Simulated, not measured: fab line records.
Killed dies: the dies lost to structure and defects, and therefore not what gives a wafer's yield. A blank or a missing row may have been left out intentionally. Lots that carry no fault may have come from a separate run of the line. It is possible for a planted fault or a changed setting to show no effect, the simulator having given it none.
Which of the tools did it?    flow sky130    12 lots, 36 wafers sampled, at 2 steps of a route of 708

== WHAT THE GAUGES READ, wafer by wafer ==
SKY_METAL2_CD_MEAS_15: target cd 140 nm.
lot   measured      on         cd-nm (nm)
L077  day 36 16:08  cd-sem-02  141.6 141.3 143.1
L076  day 36 17:08  cd-sem-01  139.2 137.9 138.4
L079  day 36 21:19  cd-sem-01  138.3 139.2 139.1
L081  day 37 10:16  cd-sem-02  136.9 136.9 137.1
L084  day 38 09:29  cd-sem-01  139.7 139.2 140.4
L085  day 38 12:56  cd-sem-02  137.6 138.2 137.2
L088  day 40 04:49  cd-sem-01  139.0 140.7 141.7
L090  day 40 16:58  cd-sem-02  141.1 142.7 140.4
L092  day 41 01:05  cd-sem-02  141.9 140.9 141.5
L093  day 41 08:25  cd-sem-01  137.6 136.6 137.4
L095  day 42 01:48  cd-sem-02  139.0 141.1 139.4
L097  day 42 10:04  cd-sem-01  139.3 138.1 138.6

== WHICH TOOL RAN EACH LOT (tool, then ch and the chambers of the sampled wafers, then the start) ==
lot   SKY_METAL1_METAL_ETCH_19
L077  rie-metal-02 ch 1, day 34 09:11
L076  rie-metal-01 ch 0,1, day 34 09:51
L079  rie-metal-01 ch 0,1, day 34 14:07
L081  rie-metal-04 ch 0,1, day 35 04:13
L084  rie-metal-04 ch 0, day 36 02:54
L085  rie-metal-04 ch 1, day 36 06:38
L088  rie-metal-01 ch 0,1, day 38 00:14
L090  rie-metal-04 ch 1, day 38 11:19
L092  rie-metal-02 ch 0,1, day 38 19:07
L093  rie-metal-01 ch 1, day 39 04:06
L095  rie-metal-01 ch 0,1, day 39 22:32
L097  rie-metal-02 ch 0,1, day 40 06:54
- SKY_METAL1_METAL_ETCH_19: etches the open film in Cl2/BCl3, stops on SiO2, target depth 360 nm, time 78 s.

== THE ANSWER, worked out from the rows above alone ==
Rule: the lots themselves supply what counts as usual. Put in order of their means at a reading, lots are off if they are a third of the lots or fewer, leave a main group of 4 or more, and stand apart from it by a gap of 3 or more times the standard deviation of the main group's means; of several such gaps the widest counts. Not used: any main group whose means are identical at the precision the tables above print for the reading. A lot without any number at a reading at which 4 lots or more have one is off too. The other lots that the step has rows for count as sound.
None of the lots is off at any reading shown; this tells nothing.

== WHAT THE SIMULATOR HAD PUT IN ==
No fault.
